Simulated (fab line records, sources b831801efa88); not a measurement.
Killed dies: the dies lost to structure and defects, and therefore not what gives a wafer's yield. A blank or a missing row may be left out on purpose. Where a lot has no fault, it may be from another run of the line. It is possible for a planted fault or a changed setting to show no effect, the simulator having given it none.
Comparing a struck lot with a sound one | flow gf180mcu | 27 steps out of a route of 602
Sound: wafers L744.2, L744.3, L744.5. Struck: wafers L745.1, L745.4, L745.5. Last of all comes the cause.
For every step that has rows: the tool of each side, followed by ch and its chambers, followed by its first start. Under that, the readings that differ: sound wafers | struck wafers | difference of the means | sigmas: that difference in standard deviations of wafers without a fault.
alike: words and numbers the same on both sides, and readings whose means are apart by under 2 such deviations; not compared: readings that were withheld, readings missing a value for some wafer, numbers with overlapping values and no deviation given by the record, and bounds like >300 which may hide the same value.
The two part at a step that has a row with sigmas, a row that says differs or no value, or rows on one side only. Numbers that don't overlap but have no deviation are shown without sigmas and don't part them. A reading missing from all wafers of one side parts the sides only when that side holds two or more wafers.

GF_HV_LDD_ETCHBACK_58: etches Si3N4 in CH3F/O2, stops on SiO2, time 100 s, target depth 90 nm.
  sound on rieDiel-01 ch 1,3, day 14 22:04; struck on rieDiel-01 ch 1,3, day 15 17:40
  alike: drypumpMotorCurrentA, oesProductAu, throttleValvePct
  not compared: rfHoursCounterH
then, 7 steps without rows for these wafers: GF_NSD_DEHYDRATE_00 (time 60 s); GF_NSD_HMDS_01 (prime time 60 s); GF_NSD_COAT_02 (resist thk 1000 nm); GF_NSD_SOFTBAKE_03 (time 60 s); GF_NSD_EXPOSE_04 (exposes mask Nplus, target cd 400 nm); GF_NSD_PEB_05; GF_NSD_DEVELOP_06 (develop time 60 s).
GF_NSD_CD_MEAS_07: the cd target is 400 nm.
  sound on cdSem-01, day 15 19:27; struck on cdSem-02, day 16 16:02
  alike: cdNm
GF_NSD_OVL_MEAS_08:
  sound on overlay-02, day 15 19:33; struck on overlay-02, day 16 16:09
  alike: NSD_OVL
then, 2 steps without rows for these wafers: GF_NSD_IMPLANT_09; GF_NSD_IMPLANT_10.
GF_NSD_STRIP_11: strips in O2/N2.
  sound on plasmaAsher-01 ch 0,1, day 15 19:53; struck on plasmaAsher-02 ch 0,1, day 16 16:29
reading                                 | sound             | struck            | difference                    | sigmas
oesProductAu (a.u.)                     | 0.494 0.488 0.488 | 0.576 0.572 0.570 | +0.083                        | +17
stripTimeToEndpointS (s)                | 22.99 22.96 22.96 | - - -             | no value on the struck wafers | 
model.NOVOLAK_of_NSD_COAT_02.thkNm (nm) | 0 0 0             | 149.2 149.8 149.1 | +149.4                        | 
  alike: drypumpMotorCurrentA, heaterPowerW
  not compared: rfHoursCounterH
GF_NSD_TW_MEAS_12:
  sound on filmMetro-01, day 15 19:59; struck on filmMetro-03, day 16 16:35
  alike: NSD_TW
then, 7 steps without rows for these wafers: GF_PSD_DEHYDRATE_00 (time 60 s); GF_PSD_HMDS_01 (prime time 60 s); GF_PSD_COAT_02 (resist thk 1000 nm); GF_PSD_SOFTBAKE_03 (time 60 s); GF_PSD_EXPOSE_04 (exposes mask Pplus, target cd 400 nm); GF_PSD_PEB_05; GF_PSD_DEVELOP_06 (develop time 60 s).
GF_PSD_CD_MEAS_07: the cd target is 400 nm.
  sound on cdSem-02, day 16 18:07; struck on cdSem-02, day 17 14:47
  alike: cdNm
GF_PSD_OVL_MEAS_08:
  sound on overlay-01, day 16 18:13; struck on overlay-02, day 17 14:55
  alike: PSD_OVL
following that, these wafers have no rows for 1 step: GF_PSD_IMPLANT_09.
GF_PSD_STRIP_10: strips in O2/N2.
  sound on plasmaAsher-04 ch 1, day 16 18:23; struck on plasmaAsher-02 ch 0,1, day 17 15:06
reading                  | sound             | struck            | difference | sigmas
drypumpMotorCurrentA (A) | 6.5 6.5 6.5       | 5.1 5.6 5.6       | -1.1       | -2
oesProductAu (a.u.)      | 0.591 0.589 0.592 | 0.611 0.613 0.610 | +0.021     | +5
stripTimeToEndpointS (s) | 16.49 16.51 16.54 | 18.82 18.86 18.83 | +2.32      | +61
  alike: heaterPowerW
  not compared: rfHoursCounterH
GF_PSD_TW_MEAS_11:
  sound on filmMetro-03, day 16 18:30; struck on filmMetro-03, day 17 15:12
reading | sound          | struck   | difference | sigmas
PSD_TW  | 3193 3168 3173 | 30 30 30 | -3148      | -99 or more
then, 1 step without rows for these wafers: GF_PSD_CLEAN_12 (cleans in SC1/SC2, time 150 s).

WHERE THEY PART
At GF_NSD_STRIP_11 first; at GF_PSD_TW_MEAS_11 last (within this record only).

WHY: what the simulator had put in
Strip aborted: plasmaAsher-02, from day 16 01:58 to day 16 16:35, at GF_NSD_STRIP_11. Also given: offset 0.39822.
